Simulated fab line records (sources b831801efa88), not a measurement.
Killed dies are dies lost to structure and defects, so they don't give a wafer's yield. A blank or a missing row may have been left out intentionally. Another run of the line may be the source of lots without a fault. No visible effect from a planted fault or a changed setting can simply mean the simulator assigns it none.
Which tool is to blame? / flow gf180mcu / 18 wafers from 6 lots sampled at 2 of the route's 602 steps

## WHAT THE GAUGES READ, wafer by wafer
GF_PSD_RS_MEAS_14: the measuring method here is four-point-probe.
lot=L677; measured=day 15 12:05; on=filmMetro-01; NSD_RS (ohm/sq)=46.11 46.28 46.19
lot=L678; measured=day 16 10:57; on=filmMetro-02; NSD_RS (ohm/sq)=46.07 46.11 46.04
lot=L683; measured=day 18 07:01; on=filmMetro-04; NSD_RS (ohm/sq)=46.02 46.21 46.10
lot=L687; measured=day 19 05:16; on=filmMetro-02; NSD_RS (ohm/sq)=46.16 46.13 46.10
lot=L692; measured=day 20 19:08; on=filmMetro-04; NSD_RS (ohm/sq)=48.51 48.41 48.54
lot=L696; measured=day 21 22:41; on=filmMetro-02; NSD_RS (ohm/sq)=46.12 46.19 46.08

## WHICH TOOL RAN EACH LOT (tool, then ch and the chambers of the sampled wafers, then the start)
lot=L677; GF_PSD_RTA_13=rtpAnneal-02 ch 0, day 15 12:01
lot=L678; GF_PSD_RTA_13=rtpAnneal-02 ch 0, day 16 10:52
lot=L683; GF_PSD_RTA_13=rtpAnneal-01 ch 0, day 18 06:56
lot=L687; GF_PSD_RTA_13=rtpAnneal-02 ch 0, day 19 05:10
lot=L692; GF_PSD_RTA_13=rtpAnneal-01 ch 0, day 20 19:03
lot=L696; GF_PSD_RTA_13=rtpAnneal-02 ch 0, day 21 22:36
- GF_PSD_RTA_13: time 20 s.

## THE ANSWER, worked out from the rows above alone
Rule: the usual values come from the lots themselves. Put in order of their means at a reading, lots are off if they are a third of the lots or fewer, leave a main group of 4 or more, and stand apart from it by a gap of 3 or more times the standard deviation of the main group's means; of several such gaps the widest counts. Not used: any main group whose means are identical at the precision the tables above print for the reading. A lot without any number at a reading at which 4 lots or more have one is off too. Where the step has rows for the other lots, those lots are counted as sound.
Off: L692, at GF_PSD_RS_MEAS_14 (NSD_RS). Mean 46.13 ohm/sq and standard deviation 0.039 in the main group.
If a tool, at a process step before that reading, ran all the lots that are off and no sound lot after the first of them, it fits. Gauges at GF_PSD_RS_MEAS_14: tried the same way as those tools. This does not decide it: 2 tools fit, namely rtpAnneal-01 at GF_PSD_RTA_13 and filmMetro-04 at GF_PSD_RS_MEAS_14.

## WHAT THE SIMULATOR PUT IN
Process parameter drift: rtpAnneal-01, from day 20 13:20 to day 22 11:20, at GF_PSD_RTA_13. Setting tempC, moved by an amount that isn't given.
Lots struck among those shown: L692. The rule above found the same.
